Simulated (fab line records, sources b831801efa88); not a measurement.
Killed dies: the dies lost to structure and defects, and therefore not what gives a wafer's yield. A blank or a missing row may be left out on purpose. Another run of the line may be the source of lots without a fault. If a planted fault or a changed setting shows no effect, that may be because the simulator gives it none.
Struck lot and sound lot, side by side + flow gf180mcu + 18 out of 602 route steps
Sound: these wafers, L491.1, L491.2, L491.4. Struck: wafers L505.2, L505.3 (left out: L505.1, a lot-mate that was not struck); the cause follows at the end.
At each step with rows: each side's tool, then ch and its chambers, then its first start. Under that, the readings that differ: sound wafers + struck wafers + difference of the means + sigmas: that difference in standard deviations of wafers without a fault.
alike: readings whose means differ by less than 2 such deviations, and words and numbers that are the same on both sides. not compared: withheld readings, readings that some wafer has no value for, bounds like >300 that may hide the same value, and numbers for which the record gives no deviation and whose values overlap.
Wherever a step has rows on one side only, a row that says differs or no value, or a row with sigmas, the two part there. Numbers that have no deviation but don't overlap get no sigmas and don't part them. A reading that every wafer of one side lacks parts them only if that side has two wafers or more.

first, 2 steps without rows for these wafers: GF_CONTACT_PEB_12 (peb time 87.97 s); GF_CONTACT_DEVELOP_13 (develop time 60 s).
GF_CONTACT_CD_MEAS_14: target cd 220 nm.
  sound on cd-sem-02 at day 16 08:06; struck on cd-sem-01 at day 21 12:03
  alike: cd-nm
GF_CONTACT_OVL_MEAS_15:
  sound on overlay-01 at day 16 08:13; struck on overlay-01 at day 21 12:10
  alike: CONTACT_OVL
GF_CONTACT_ETCH_16: etches BARC in N2/H2.
  sound on rie-diel-04 ch 0,2,3, day 16 08:16; struck on rie-diel-04 ch 2,3, day 21 12:13
  alike: drypump-motor-current-A, n2-flow-sccm, oes-product-au, rf-fwd-power-W, throttle-valve-pct
then, 1 step without rows for these wafers: GF_CONTACT_ETCH_17 (etches SiO2 in C4F8/O2/Ar, stops on CoSi2, target depth 860 nm).
GF_CONTACT_STRIP_18: strips in O2/N2.
  sound on plasma-asher-03 ch 0,1, day 16 08:25; struck on plasma-asher-01 ch 0, day 21 12:22
  alike: drypump-motor-current-A, heater-power-w, n2-flow-sccm, oes-product-au
  not compared: rf-hours-counter-h
then, 3 steps without rows for these wafers: GF_CONTACT_CLEAN_19 (cleans in SPM); GF_CONTACT_CLEAN_20 (cleans in DIW); GF_CONTACT_CLEAN_21 (cleans in dHF, time 20 s).
GF_CONTACT_SPUTTER_22: material Ti, target thk 15 nm, time 80.02 s.
  sound on pvd-sputter-03 at day 16 08:44; struck on pvd-sputter-04 at day 21 12:40
  alike: chamber-pressure-pa, throttle-valve-pct
GF_CONTACT_SPUTTER_23: material TiN, target thk 10 nm, time 40 s.
  sound on pvd-sputter-03 at day 16 08:47; struck on pvd-sputter-04 at day 21 12:44
  alike: chamber-pressure-pa, throttle-valve-pct
GF_CONTACT_CVD_24: deposits W, target thk 300 nm, time 90.339 s.
  sound on cvd-w-02 ch 0,1, day 16 08:50; struck on cvd-w-02 ch 0,1, day 21 12:46
| reading                               | sound           | struck      | difference | sigmas |
|---------------------------------------|-----------------|-------------|------------|--------|
| model.W_of_CONTACT_CVD_24.thk-nm (nm) | 297.5 300.4 297 | 342.4 341.1 | +43.4      |        |
  alike: chamber-pressure-Torr, heater-power-w
GF_CONTACT_RS_MEAS_25: the measuring method here is four-point-probe.
  sound on film-metro-01 at day 16 08:56; struck on film-metro-02 at day 21 12:52
| reading               | sound             | struck      | difference | sigmas |
|-----------------------|-------------------|-------------|------------|--------|
| CONTACT_W_RS (ohm/sq) | 0.385 0.382 0.386 | 0.336 0.337 | -0.048     | -10    |
GF_CONTACT_THK_MEAS_26: measures by xrf.
  sound on film-metro-01 at day 16 09:03; struck on film-metro-02 at day 21 12:59
| reading            | sound       | struck  | difference | sigmas |
|--------------------|-------------|---------|------------|--------|
| CONTACT_W_THK (nm) | 301 305 300 | 345 344 | +42        | +11    |
GF_CONTACT_CMP_27: polishes, stops on SiO2, t overpolish 15 s, target thk 0 nm.
  sound on cmp-02 ch 1,2,3, day 16 09:10; struck on cmp-02 ch 0,2, day 21 13:03
| reading                | sound          | struck    | difference | sigmas |
|------------------------|----------------|-----------|------------|--------|
| time-to-endpoint-s (s) | 70.0 71.9 67.7 | 83.1 80.4 | +11.9      | +5     |
  alike: motor-current-A, slurry-flow-ml-min
GF_M1_SPUTTER_00: material Ti, target thk 37.5 nm, time 150 s.
  sound on pvd-sputter-02 at day 16 09:25; struck on pvd-sputter-01 at day 21 13:21
  alike: chamber-pressure-pa, throttle-valve-pct
after that, 1 step had no rows for these wafers: GF_PASSIVATION_PROBE_99.

## WHERE THEY PART
Earliest at GF_CONTACT_RS_MEAS_25; latest, in this record, at GF_CONTACT_CMP_27. Later steps at which nothing parts them and some readings are alike: GF_M1_SPUTTER_00.

WHY: what the simulator had put in
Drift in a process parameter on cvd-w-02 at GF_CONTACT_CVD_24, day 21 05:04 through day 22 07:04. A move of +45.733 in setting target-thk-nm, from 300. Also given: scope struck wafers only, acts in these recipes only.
